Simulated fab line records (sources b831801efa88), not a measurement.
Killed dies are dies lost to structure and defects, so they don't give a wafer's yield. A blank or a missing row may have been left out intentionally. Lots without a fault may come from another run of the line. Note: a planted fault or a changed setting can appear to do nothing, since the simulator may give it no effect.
fab line records | flow sfq-line
record: lots: 15 wafers: 45 last-day: 83
route steps=325 shown I3@144 M4@155
lots untouched by any fault: they come from a run of this same line in which no faults occurred
start-h: hours from the record's opening day to when the first of the lot's shown wafers began | wait-h: time in hours since the lot's previous step | " the same as in the row above | L1.1+2: one row covering several wafers at once | - no value present, or no start provided | * or withheld: withheld | < > ~ a bound
route shown NAME@n: a module of which the file shows steps, and the number in the route of the first | usual: mean and standard deviation over wafers with no fault | same: alike in all rows | chamber/n: place in a boat | sites: readings site by site | _std_site: how widely they spread, as a standard deviation | _edge_site: the outer-site mean with the inner-site mean subtracted | radius-mm: how far each site lies from the wafer's centre | mask NAME#n: copy n | behind: the tool/chamber that last shaped the wafer | hold: the reason the lot was held/the length of the hold in hours/how it ended | device: which transistor (n, p or np) failed to switch | end of line: the same wafers' tests at the end of the route | a step with no rows: only its recipe | killed: the dies lost at the first sort to structure and to defects; this is not the yield of the wafer | map: a wafer's dies, marking killed ones x, the rest . and places with no die _
set.NAME: the run value of the setting; set.NAME@STEP: its run value at that earlier step | model.NAME: the simulator's own value behind a step, which no gauge read
one table for each step of the route and one row for each wafer, over a sample of lots
services: a tool's chamber out of use, with start hour (start-h, from the record's first day; less than 0 if before it), hours out, and reason
== steps ==
step: SFQ_TRILAYER_I3_VIA_BARC_OPEN_VIA_ETCH_121
recipe: mask-material: PR chemistry: O2 target-depth-nm: 125 target: BARC source-w: 500 bias-w: 77.09 pressure-mtorr: 30 time-s: 41.7
usual: bias-w: 77.11/0.22 chamber-pressure-mTorr: 29.998/0.027 drypump-motor-current-A: 5.82/0.28 oes-product-au: 0.686/0.0046
columns lot.wafer tool chamber start-h wait-h bias-w chamber-pressure-mTorr drypump-motor-current-A oes-product-au rf-hours-counter-h
L952.2 rie-diel-03 2 641.63 0.0 77.44 29.996 6.23 0.681 6
L952.4 " 0 " " 77.34 29.963 5.94 0.689 59
L952.5 " 0 " " 77.40 29.998 5.92 0.689 -
L953.3 rie-diel-01 0 653.36 0.0 77.31 30.010 6.01 0.685 7
L953.4 " 3 " " 77.12 30.017 5.67 0.683 33
L953.6 " 0 " " 76.98 30.012 6.01 0.682 -
L954.3 rie-diel-03 0 663.95 0.0 76.95 29.983 5.94 0.691 59
L954.4 " 2 " " 77.30 29.988 6.23 0.683 -
L954.5 " 1 " " 76.85 30.000 5.60 0.676 -
L955.1 rie-diel-03 1 794.96 0.0 77.30 30.039 5.59 0.689 16
L955.3 " 0 " " 77.24 29.966 5.91 0.687 1
L955.4 " 3 " " 77.20 30.010 6.11 0.687 1
L956.2 rie-diel-01 0 804.91 0.0 77.31 29.984 6.01 0.678 9
L956.5 " 0 " " 76.84 30.048 6.04 0.687 -
L956.6 " 1 " " 76.69 30.003 5.59 0.680 -
L958.2 rie-diel-02 2 832.64 0.0 76.60 29.970 5.32 0.685 0
L958.3 " 3 " " 76.97 29.990 6.48 0.676 6
L958.4 " 1 " " 77.62 30.000 5.96 0.686 11
L959.4 rie-diel-03 0 845.95 0.0 77.15 30.020 5.94 0.685 2
L959.5 " 3 " " 77.22 30.004 6.10 0.686 -
L959.6 " 0 " " 77.21 29.957 5.94 0.692 -
L960.1 rie-diel-01 2 855.62 0.0 77.20 30.034 5.52 0.688 8
L960.2 " 3 " " 77.41 29.992 5.66 0.681 36
L960.4 " 0 " " 76.94 30.003 6.01 0.681 -
L961.1 rie-diel-01 0 879.77 0.0 77.24 29.927 6.03 0.694 11
L961.2 " 2 " " 77.28 30.005 5.55 0.673 9
L961.6 " 2 " " 77.26 30.027 5.55 0.682 -
L963.2 rie-diel-01 0 904.88 0.0 77.24 29.941 6.02 0.689 12
L963.3 " 2 " " 77.08 29.954 5.57 0.690 9
L963.5 " 2 " " 76.86 29.969 5.52 0.678 -
L967.2 rie-diel-01 3 925.34 0.0 76.78 30.036 5.67 0.683 1
L967.4 " 2 " " 77.22 30.012 5.56 0.693 -
L967.6 " 0 " " 77.00 30.014 6.02 0.682 -
L968.3 rie-diel-01 1 938.08 0.0 - - - - -
L968.4 " 3 " " - - - - -
L968.6 " 1 " " - - - - -
L969.3 rie-diel-01 2 944.77 0.0 - - - - -
L969.5 " 0 " " - - - - -
L969.6 " 3 " " - - - - -
L970.1 rie-diel-01 0 955.71 0.0 - - - - -
L970.3 " 2 " " - - - - -
L970.4 " 3 " " - - - - -
L975.1 rie-diel-03 0 982.62 0.0 77.30 29.955 5.96 0.683 5
L975.3 " 3 " " 77.24 30.029 6.08 0.688 5
L975.5 " 1 " " 77.18 29.983 5.58 0.681 -
step: SFQ_TRILAYER_I3_VIA_ETCH_VIA_ETCH_088
recipe: target: SiO2 stop-on: Nb mask-material: PR taper-deg: 20 chemistry: CHF3 target-depth-nm: 260 source-w: 500 bias-w: 80 pressure-mtorr: 30 time-s: withheld
usual: bias-w: 80.02/0.22 chamber-pressure-mTorr: 29.998/0.027 drypump-motor-current-A: 5.83/0.28 oes-product-au: 0.855/0.005
columns lot.wafer tool chamber start-h wait-h bias-w chamber-pressure-mTorr drypump-motor-current-A oes-product-au
L952.2 rie-diel-03 2 641.67 0.0 79.97 29.960 6.24 0.858
L952.4 " 0 " " 80.31 30.002 5.97 0.848
L952.5 " 0 " " 80.36 29.985 5.94 0.861
L953.3 rie-diel-01 0 653.40 0.0 80.18 29.960 6.02 0.855
L953.4 " 3 " " 79.99 30.034 5.66 0.852
L953.6 " 0 " " 80.24 30.001 6.05 0.857
L954.3 rie-diel-03 0 663.99 0.0 80.33 29.982 5.96 0.860
L954.4 " 2 " " 80.23 30.028 6.22 0.856
L954.5 " 1 " " 79.89 29.977 5.56 0.865
L955.1 rie-diel-03 1 795.00 0.0 80.23 30.010 5.56 0.855
L955.3 " 0 " " 79.91 30.008 5.97 0.853
L955.4 " 3 " " 79.96 29.995 6.06 0.845
L956.2 rie-diel-01 0 804.95 0.0 80.15 30.019 6.03 0.861
L956.5 " 0 " " 79.87 30.034 6.02 0.850
L956.6 " 1 " " 79.70 29.988 5.58 0.855
L958.2 rie-diel-02 2 832.68 0.0 80.22 29.999 5.31 0.860
L958.3 " 3 " " 80.27 30.042 6.46 0.854
L958.4 " 1 " " 79.62 30.026 5.96 0.856
L959.4 rie-diel-03 0 845.99 0.0 79.90 29.969 5.96 0.841
L959.5 " 3 " " 79.86 29.986 6.07 0.860
L959.6 " 0 " " 79.97 30.011 5.97 0.852
L960.1 rie-diel-01 2 855.66 0.0 80.12 30.000 5.60 0.846
L960.2 " 3 " " 80.04 30.003 5.71 0.859
L960.4 " 0 " " 79.81 30.029 6.03 0.849
L961.1 rie-diel-01 0 879.81 0.0 80.07 29.941 6.00 0.856
L961.2 " 2 " " 80.06 29.997 5.54 0.853
L961.6 " 2 " " 79.97 29.992 5.54 0.861
L963.2 rie-diel-01 0 904.92 0.0 79.66 29.969 5.99 0.861
L963.3 " 2 " " 80.13 30.028 5.56 0.858
L963.5 " 2 " " 80.23 29.951 5.57 0.848
L967.2 rie-diel-01 3 925.38 0.0 79.64 30.047 5.70 0.859
L967.4 " 2 " " 79.73 30.004 5.55 0.856
L967.6 " 0 " " 79.76 29.998 6.02 0.857
L968.3 rie-diel-01 1 938.12 0.0 80.06 30.045 5.57 0.380
L968.4 " 3 " " 80.22 30.015 5.66 0.383
L968.6 " 1 " " 80.09 30.005 5.56 0.375
L969.3 rie-diel-01 2 944.81 0.0 79.93 30.012 5.57 0.381
L969.5 " 0 " " 80.02 30.021 6.03 0.378
L969.6 " 3 " " 79.81 29.991 5.68 0.373
L970.1 rie-diel-01 0 955.74 0.0 80.43 29.959 6.00 0.373
L970.3 " 2 " " 80.28 30.018 5.58 0.382
L970.4 " 3 " " 80.19 29.996 5.69 0.372
L975.1 rie-diel-03 0 982.66 0.0 80.25 30.002 5.94 0.855
L975.3 " 3 " " 80.03 30.011 6.08 0.859
L975.5 " 1 " " 80.09 29.999 5.58 0.862
step: SFQ_TRILAYER_M4_LITHO_EXPOSE_094
recipe: mask-id: M4 na: 0.6 source-shape: conventional sigma-outer: 0.65 target-cd-nm: 500 dose-mj: 14.4
usual: exposure-dose-mJ-cm2: 14.399/0.013 focus-offset-nm: 0.0/0.56 reticle-temp-C: 22.98/0.11
columns lot.wafer tool chamber start-h wait-h mask exposure-dose-mJ-cm2 focus-offset-nm reticle-temp-C
L952.2 krf-scanner-01 0 645.69 - M4#0 14.396 -0.3 23.06
L952.4 " 0 " " M4#0 14.432 -0.3 23.04
L952.5 " 0 " " M4#0 14.399 -1.2 23.15
L953.3 krf-scanner-02 0 794.50 - M4#0 14.408 0.8 23.05
L953.4 " 0 " " M4#0 14.396 -0.6 23.22
L953.6 " 0 " " M4#0 14.387 -0.1 23.04
L954.3 krf-scanner-02 0 799.72 - M4#0 14.395 0.6 23.05
L954.4 " 0 " " M4#0 14.406 -0.5 23.11
L954.5 " 0 " " M4#0 14.423 0.1 22.97
L955.1 krf-scanner-02 0 800.52 - M4#0 14.392 -0.4 23.10
L955.3 " 0 " " M4#0 14.393 -0.1 22.92
L955.4 " 0 " " M4#0 14.377 -0.1 23.04
L956.2 krf-scanner-01 0 807.21 - M4#0 14.391 -0.2 23.03
L956.5 " 0 " " M4#0 14.409 0.3 23.12
L956.6 " 0 " " M4#0 14.401 0.0 23.12
L958.2 krf-scanner-01 0 836.08 - M4#0 14.396 0.7 22.95
L958.3 " 0 " " M4#0 14.397 -0.2 23.06
L958.4 " 0 " " M4#0 14.407 0.7 23.05
L959.4 krf-scanner-02 0 852.22 - M4#0 14.401 -0.8 23.18
L959.5 " 0 " " M4#0 14.396 0.0 22.91
L959.6 " 0 " " M4#0 14.377 -0.8 23.03
L960.1 krf-scanner-02 0 859.49 - M4#0 14.406 0.0 23.14
L960.2 " 0 " " M4#0 14.377 0.0 23.03
L960.4 " 0 " " M4#0 14.383 -0.5 23.06
L961.1 krf-scanner-02 0 881.84 - M4#0 14.406 0.1 22.96
L961.2 " 0 " " M4#0 14.394 0.2 23.02
L961.6 " 0 " " M4#0 14.409 0.1 23.01
L963.2 krf-scanner-02 0 909.55 - M4#0 14.406 0.7 23.04
L963.3 " 0 " " M4#0 14.411 -0.2 23.09
L963.5 " 0 " " M4#0 14.404 0.8 22.87
L967.2 krf-scanner-01 0 1062.99 - M4#0 14.408 0.5 22.94
L967.4 " 0 " " M4#0 14.405 -0.5 23.21
L967.6 " 0 " " M4#0 14.390 0.8 23.08
L968.3 krf-scanner-01 - 1078.79 - M4#0 - - -
L968.4 " - " " M4#0 - - -
L968.6 " - " " M4#0 - - -
L969.3 krf-scanner-01 - 1083.59 - M4#0 - - -
L969.5 " - " " M4#0 - - -
L969.6 " - " " M4#0 - - -
L970.1 krf-scanner-01 - 1095.19 - M4#0 - - -
L970.3 " - " " M4#0 - - -
L970.4 " - " " M4#0 - - -
L975.1 krf-scanner-01 0 1127.59 - M4#0 14.389 -0.5 22.77
L975.3 " 0 " " M4#0 14.391 -0.3 22.82
L975.5 " 0 " " M4#0 14.376 0.3 22.84
== services ==
columns tool chamber start-h hours kind
krf-scanner-01 - 665.92 1.0 pm
krf-scanner-01 - 693.81 0.2 repair
krf-scanner-01 - 748.37 21.0 pm
rie-diel-03 - 774.59 0.4 repair
krf-scanner-01 - 784.54 1.3 pm
rie-diel-03 0 796.99 2.9 repair
krf-scanner-01 - 828.33 0.6 repair
krf-scanner-01 - 834.88 1.0 pm
rie-diel-01 1 852.06 4.2 repair
rie-diel-01 1 870.17 11.3 repair
rie-diel-01 3 884.73 6.7 repair
rie-diel-01 3 899.66 12.0 repair
rie-diel-03 0 905.12 4.2 repair
rie-diel-01 1 907.24 18.6 repair
rie-diel-03 - 911.32 2.1 repair
krf-scanner-01 - 930.84 4.4 pm
rie-diel-03 3 955.55 6.5 repair
krf-scanner-01 - 961.29 1.3 pm
rie-diel-01 3 992.13 7.4 repair
rie-diel-01 1 1022.78 6.2 repair
rie-diel-01 3 1023.19 8.4 repair
rie-diel-03 2 1066.05 23.4 repair
rie-diel-01 1 1075.69 4.3 repair
rie-diel-01 2 1090.07 7.4 repair
== key ==
first-sign: step: SFQ_TRILAYER_I3_VIA_BARC_OPEN_VIA_ETCH_121 reading: tool-record direction: missing
effect: step: SFQ_TRILAYER_I3_VIA_ETCH_VIA_ETCH_088 reading: oes-product-au direction: down sigmas: 96 usual: 0.855 struck: 0.377
effect: step: SFQ_TRILAYER_M4_LITHO_EXPOSE_094 reading: tool-record direction: missing
met-at SFQ_TRILAYER_I3_VIA_BARC_OPEN_VIA_ETCH_121
struck-lots L968,L969,L970
onset-between 925.34 938.08
fault: kind: skipped-step-whole tool: rie-diel-01 chamber: - onset-h: 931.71 steps: SFQ_TRILAYER_I3_VIA_BARC_OPEN_VIA_ETCH_121 scope: struck-lots-only
